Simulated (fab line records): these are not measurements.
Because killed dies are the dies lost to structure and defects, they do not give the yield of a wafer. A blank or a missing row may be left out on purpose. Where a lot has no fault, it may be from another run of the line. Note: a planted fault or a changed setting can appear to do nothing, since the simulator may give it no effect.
What tool caused it?    flow sky130    13 lots (39 wafers sampled), 1 step of a 708-step route

WHAT EACH GAUGE READ, for each wafer
SKY_SONOS_TUNNEL_OVL_MEAS_08.
lot   measured      on          SONOS_TUNNEL_OVL (nm)
L532  day 11 01:50  overlay-01  -1.7 -0.9 -0.2
L533  day 11 03:29  overlay-01  -1.0 -0.9 -2.1
L534  day 11 18:56  overlay-01  0.1 -1.1 -1.8
L535  day 12 16:12  overlay-02  -1.0 0.0 -1.7
L536  day 12 20:29  overlay-01  -0.3 -0.2 -1.7
L537  day 13 08:15  overlay-01  -0.9 0.4 0.3
L540  day 14 00:47  overlay-02  -0.7 -0.8 -1.0
L545  day 15 12:50  overlay-01  -2.1 -2.5 -2.4
L547  day 15 22:59  overlay-01  -2.4 0.0 -1.3
L551  day 17 17:52  overlay-01  -2.0 -2.5 -1.8
L553  day 18 16:36  overlay-02  -1.9 0.6 -0.1
L552  day 18 19:31  overlay-01  -0.5 -1.3 -0.1
L555  day 19 01:12  overlay-01  -0.7 -0.2 -1.5

WHAT TOOL EACH LOT RAN ON (gives the tool, then ch and the chambers of the sampled wafers, and finally the start)
No process step before these readings appears in the record.

AS READ BY THE TOOLS THEMSELVES (means over the sampled wafers that have a number; for cases with no such wafer, the mark the record gives instead)
The record holds no such reading with a usual standard deviation.

THE ANSWER, worked out from the rows above alone
Rule: the usual values come from the lots themselves. Put in order of their means at a reading, lots are off if they are a third of the lots or fewer, leave a main group of 4 or more, and stand apart from it by a gap of 3 or more times the standard deviation of the main group's means; of several such gaps the widest counts. Not used: any main group whose means are identical at the precision the tables above print for the reading. Also off: a lot with no number at a reading for which 4 or more lots have one. Where the step has rows for the other lots, those lots are counted as sound. First the gauges in route order, then the tools' own readings, where a lot's mean is used as printed above. The first step at which some lot is off is used, and at that step the reading that is off furthest; a lot without a number counts as furthest.
Nothing can be told from this: no lot is off at any reading shown.

WHAT HAD BEEN PUT IN BY THE SIMULATOR
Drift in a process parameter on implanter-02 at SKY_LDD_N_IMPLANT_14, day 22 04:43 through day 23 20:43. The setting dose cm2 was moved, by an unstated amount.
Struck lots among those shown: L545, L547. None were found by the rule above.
